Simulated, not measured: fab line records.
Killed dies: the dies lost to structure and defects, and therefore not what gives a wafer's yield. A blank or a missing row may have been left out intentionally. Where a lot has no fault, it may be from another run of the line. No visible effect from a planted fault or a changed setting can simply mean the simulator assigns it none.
The tool behind it: which one? ; flow gf180mcu ; Sampling: 15 lots, 45 wafers, 3 of 602 route steps

## WHAT THE GAUGES READ, wafer by wafer
The record lacks any reading of a measuring or inspecting step that a usual standard deviation could be used to judge.

## WHAT TOOL EACH LOT RAN ON (gives the tool, then ch and the chambers of the sampled wafers, and finally the start)
lot;GF_MVPSD_STRIP_10;GF_HV_LDD_DEVELOP_18;GF_PSD_STRIP_10
L793;plasma-asher-02 ch 0,1, day 5 03:19;litho-track-01 ch 0, day 10 20:00;plasma-asher-02 ch 0,1, day 14 07:11
L797;plasma-asher-03 ch 1, day 5 23:12;litho-track-03 ch 0, day 12 02:28;plasma-asher-04 ch 0,1, day 15 16:50
L798;plasma-asher-02 ch 0,1, day 6 03:27;litho-track-01 ch 0, day 12 11:09;plasma-asher-02 ch 0,1, day 16 02:01
L800;plasma-asher-03 ch 0,1, day 6 17:18;litho-track-01 ch 0, day 13 04:58;plasma-asher-02 ch 0,1, day 17 01:02
L801;plasma-asher-01 ch 0,1, day 7 00:01;litho-track-01 ch 0, day 13 16:47;plasma-asher-03 ch 0,1, day 17 12:23
L802;plasma-asher-03 ch 1, day 7 06:58;litho-track-03 ch 0, day 13 16:01;plasma-asher-03 ch 1, day 17 10:31
L803;plasma-asher-03 ch 0,1, day 7 13:16;litho-track-01 ch 0, day 14 01:46;plasma-asher-02 ch 0,1, day 17 23:17
L804;plasma-asher-01 ch 0,1, day 7 20:37;litho-track-02 ch 0, day 14 09:58;plasma-asher-03 ch 1, day 18 06:26
L805;plasma-asher-03 ch 0,1, day 7 22:46;litho-track-03 ch 0, day 14 11:28;plasma-asher-03 ch 0,1, day 18 08:13
L807;plasma-asher-03 ch 0,1, day 8 13:16;litho-track-03, day 15 01:04;-
L808;plasma-asher-03 ch 0,1, day 8 18:28;litho-track-01, day 15 08:40;-
L809;plasma-asher-02 ch 0, day 9 01:01;litho-track-01, day 15 14:01;-
L814;plasma-asher-01 ch 0,1, day 10 05:53;litho-track-03 ch 0, day 17 04:43;plasma-asher-03 ch 0,1, day 21 08:25
L815;plasma-asher-02 ch 0,1, day 10 10:01;litho-track-03 ch 0, day 17 14:16;plasma-asher-04 ch 0,1, day 21 18:01
L816;plasma-asher-02 ch 0,1, day 10 18:15;litho-track-02 ch 0, day 18 01:19;plasma-asher-03 ch 0,1, day 22 05:52
- GF_MVPSD_STRIP_10: strips in O2/N2.
- GF_HV_LDD_DEVELOP_18: develop time 60 s.
- GF_PSD_STRIP_10: strips in O2/N2.

## AS READ BY THE TOOLS THEMSELVES (means over the sampled wafers that have a number; for cases with no such wafer, the mark the record gives instead)
GF_MVPSD_STRIP_10.
lot;tool;drypump-motor-current-A (A);heater-power-w (W);oes-product-au (a.u.);strip-time-to-endpoint-s (s)
L793;plasma-asher-02;5.7;303;0.718;37.09
L797;plasma-asher-03;5.4;330;0.727;37.03
L798;plasma-asher-02;5.7;300;0.724;36.84
L800;plasma-asher-03;5.3;361;0.717;36.91
L801;plasma-asher-01;6.0;310;0.726;36.97
L802;plasma-asher-03;5.3;326;0.724;37.05
L803;plasma-asher-03;5.1;399;0.722;36.94
L804;plasma-asher-01;5.9;329;0.718;37.08
L805;plasma-asher-03;5.2;360;0.723;36.82
L807;plasma-asher-03;5.1;397;0.725;37.01
L808;plasma-asher-03;5.1;397;0.725;37.02
L809;plasma-asher-02;5.7;280;0.726;36.97
L814;plasma-asher-01;6.0;314;0.729;37.09
L815;plasma-asher-02;5.8;322;0.724;36.89
L816;plasma-asher-02;5.7;324;0.723;37.08

GF_HV_LDD_DEVELOP_18.
lot;tool;chill-plate-temp-C (C)
L793;litho-track-01;23.12
L797;litho-track-03;23.05
L798;litho-track-01;22.91
L800;litho-track-01;23.05
L801;litho-track-01;23.05
L802;litho-track-03;22.96
L803;litho-track-01;23.03
L804;litho-track-02;22.91
L805;litho-track-03;23.19
L807;litho-track-03;-
L808;litho-track-01;-
L809;litho-track-01;-
L814;litho-track-03;22.98
L815;litho-track-03;22.97
L816;litho-track-02;23.02

GF_PSD_STRIP_10.
lot;tool;drypump-motor-current-A (A);heater-power-w (W);oes-product-au (a.u.);strip-time-to-endpoint-s (s)
L793;plasma-asher-02;5.7;300;0.595;16.53
L797;plasma-asher-04;5.1;347;0.596;16.50
L798;plasma-asher-02;5.7;302;0.589;16.52
L800;plasma-asher-02;5.8;322;0.593;16.49
L801;plasma-asher-03;5.3;363;0.591;16.56
L802;plasma-asher-03;5.3;325;0.589;16.56
L803;plasma-asher-02;5.7;299;0.590;16.56
L804;plasma-asher-03;5.4;325;0.594;16.58
L805;plasma-asher-03;5.3;366;0.594;16.56
L814;plasma-asher-03;5.3;364;0.593;16.55
L815;plasma-asher-04;5.3;371;0.591;16.57
L816;plasma-asher-03;5.1;397;0.591;16.58

## THE ANSWER, worked out from the rows above alone
Rule: usual is defined by the lots themselves. Put in order of their means at a reading, lots are off if they are a third of the lots or fewer, leave a main group of 4 or more, and stand apart from it by a gap of 3 or more times the standard deviation of the main group's means; of several such gaps the widest counts. A main group is skipped when, at the precision printed for the reading in the tables above, its means are all equal. Also off: a lot with no number at a reading for which 4 or more lots have one. All remaining lots with rows at the step are treated as sound. After the gauges, taken in route order, come the tools' own readings; for these a lot's mean is taken, as printed above. At the first step where some lot is off, the reading lying furthest off is the one used; lots without a number count as furthest.
Off: L807, L808, L809, at GF_HV_LDD_DEVELOP_18 (chill-plate-temp-C). Without a number there: L807, L808, L809. Mean 23.02 C and standard deviation 0.078 in the main group.
A tool fits if, at that step or a process step before it, it ran every lot that is off, and no sound lot after the first of them. Of those tried, none fits.

## WHAT THE SIMULATOR HAD INSERTED
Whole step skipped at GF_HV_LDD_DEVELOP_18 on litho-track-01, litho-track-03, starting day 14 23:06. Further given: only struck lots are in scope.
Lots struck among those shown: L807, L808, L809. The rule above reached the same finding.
